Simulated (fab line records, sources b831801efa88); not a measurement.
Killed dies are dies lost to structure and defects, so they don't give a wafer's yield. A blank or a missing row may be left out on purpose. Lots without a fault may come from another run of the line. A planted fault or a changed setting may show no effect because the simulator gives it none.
Problem report in the 8D (eight disciplines) form, filled by code | flow sky130 | the parts of the form that need people (team, actions taken, sign-off) are left out

1. THE PROBLEM
time_to_endpoint_s at SKY_VIA1_CMP_24 reads a mean of 35.7 s on 2 wafers of 2 lots; wafers without a fault read 65.4 s with a standard deviation of 2.3. That is -13 standard deviations from the usual mean.
The step: polishes, stops on SiO2, t overpolish 15 s, target thk 0 nm.
First seen on wafer L482.4, day 34 23:59, on cmp-02. The record holds 18 wafers of 6 lots with a number at this step. Rule for "out", or "out of limits": more than 4 standard deviations from the usual mean. The other wafers with a number count as sound.

2. WHAT IT IS AND WHAT IT IS NOT
question                    | is                 | is not
which readings at this step | time_to_endpoint_s | motor_current_A, overpolish_run_s
which lots                  | L482, L483         | L491, L493, L494, L502
which wafers of those lots  | L482.4, L483.1     | L482.2, L482.6, L483.3, L483.5
read on which tools         | cmp-02             | cmp-01
when                        | from day 34 23:59  | up to then (2 sound wafers); but 14 sound wafers of L483, L491, L493, L494, L502 came after

3. SUSPECTS, AND WHAT RULES EACH OUT
Counting: a tool at a process step up to the reading stays a suspect if it ran every lot that is out. Sound lots after the first of them don't rule it out here, since some wafers of a struck lot are sound.
- pvd_sputter-03 at SKY_VIA1_SPUTTER_20 (material TiN, target thk 20 nm, time 80 s): kept. It ran every lot that is out, first L482 (day 34 23:39).
- cmp-02 at SKY_VIA1_CMP_24 (polishes, stops on SiO2, t overpolish 15 s, target thk 0 nm): kept. It ran every lot that is out, first L482 (day 34 23:59). Its own readings are out on those wafers: time_to_endpoint_s.
Left after counting: pvd_sputter-03 at SKY_VIA1_SPUTTER_20, cmp-02 at SKY_VIA1_CMP_24.

4. THE CAUSE (what the simulator had put in)
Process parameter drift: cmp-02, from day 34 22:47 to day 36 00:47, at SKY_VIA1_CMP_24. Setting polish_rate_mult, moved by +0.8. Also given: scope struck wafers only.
Counting left 2 suspects, and this tool is among them.

5. THE CHAIN OF EFFECTS, in route order
Each row: a reading whose mean over the struck wafers that have a number lies more than 3 standard deviations from the usual. Only readings for which the record gives a usual standard deviation are gone through. hours: the time from each lot's start at the first step in this table that gives one to its start at this step, as a median over the lots. sigmas: the change in usual standard deviations.
hours | step            | reading            | usual  | on struck wafers | change | sigmas
0     | SKY_VIA1_CMP_24 | time_to_endpoint_s | 65.4 s | 35.7             | -29.7  | -13
The process steps in it:
- SKY_VIA1_CMP_24: polishes, stops on SiO2, t overpolish 15 s, target thk 0 nm.
Later measuring or inspecting steps at which every struck wafer that the step has a row for has a number for every such reading, and none has moved that far: SKY_METAL2_RS_MEAS_05, SKY_METAL2_THK_MEAS_06, SKY_METAL2_CD_MEAS_15, SKY_METAL2_OVL_MEAS_16.

6. WHAT WOULD HAVE CAUGHT IT SOONER
In this record the first reading out of limits was taken at day 34 23:59, 1 hour after the fault began at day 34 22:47.
